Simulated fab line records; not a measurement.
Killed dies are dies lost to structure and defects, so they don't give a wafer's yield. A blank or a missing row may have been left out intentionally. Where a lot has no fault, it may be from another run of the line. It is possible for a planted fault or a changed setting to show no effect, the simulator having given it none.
Matching of chambers | flow gf180mcu | 4 sister chambers for GF_STI_ETCH_14 on rie_si-01
The step etches Si in HBr/Cl2/O2, target depth 360 nm, time 102.9 s. 14 wafers are shown with their chamber, then 7 later ones without.

## EACH WAFER AND ITS CHAMBER
wafer  | chamber | drypump_motor_current_A (A) | oes_product_au (a.u.) | he_backside_leak_sccm (sccm)
L532.1 | 0       | 4.9                         | 0.997                 | 2.86
L532.2 | 1       | 5.5                         | 1.001                 | 2.89
L532.3 | 3       | 5.4                         | 1.007                 | 2.68
L533.2 | 3       | 5.4                         | 1.003                 | 2.66
L533.4 | 2       | 6.2                         | 0.991                 | 3.22
L533.5 | 3       | 5.4                         | 1.012                 | 2.73
L534.1 | 1       | 5.5                         | 0.989                 | 2.78
L534.3 | 2       | 6.2                         | 0.988                 | 2.92
L534.4 | 3       | 5.3                         | 1.003                 | 2.73
L535.1 | 3       | 5.4                         | 1.007                 | 2.74
L535.4 | 0       | 4.9                         | 0.996                 | 2.74
L535.6 | 0       | 4.9                         | 0.997                 | 2.83
L539.1 | 0       | 4.9                         | 0.988                 | 2.87
L539.3 | 2       | 6.2                         | 0.992                 | 2.87

SIGNATURES (averages over the wafers above)
reading                 | chamber 0 | chamber 1 | chamber 2 | chamber 3 | scatter within a chamber
drypump_motor_current_A | 4.900     | 5.500     | 6.200     | 5.380     | 0.0283
oes_product_au          | 0.99450   | 0.99500   | 0.99033   | 1.00640   | 0.00439
he_backside_leak_sccm   | 2.8250    | 2.8350    | 3.0033    | 2.7080    | 0.0966
Rule: distance of a wafer from a chamber = root of the sum over the readings of ((wafer's reading minus chamber's mean) / reading's scatter) squared. If the next closest chamber is less than 2 further off than the closest, the wafer can't be placed; otherwise it belongs to the closest. The scatter is the square root of a quotient: the sum, over the shown wafers, of each reading's squared deviation from its chamber's mean, divided by wafers minus chambers.

## WAFERS WITH NO CHAMBER GIVEN
wafer  | drypump_motor_current_A (A) | oes_product_au (a.u.) | he_backside_leak_sccm (sccm)
L539.5 | 5.5                         | 0.983                 | 2.93
L540.1 | 5.4                         | 1.010                 | 2.68
L540.3 | 4.9                         | 0.997                 | 2.65
L540.4 | 5.5                         | 0.985                 | 2.82
L554.2 | 5.4                         | 0.999                 | 2.46
L554.4 | 6.2                         | 0.988                 | 3.12
L554.6 | 5.5                         | 0.996                 | 2.43

## WHICH CHAMBER EACH ONE RAN IN
wafer  | from the rows above     | in truth
L539.5 | 1                       | 1
L540.1 | 3                       | 3
L540.3 | 0                       | 0
L540.4 | 1                       | 1
L554.2 | 3                       | 3
L554.4 | 2                       | 2
L554.6 | can't be placed: 1 or 3 | 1
Correctly placed: 6 of 7. Unplaceable from these rows: 1, with the true chamber sitting among the candidates in 1. Wrongly placed: 0.
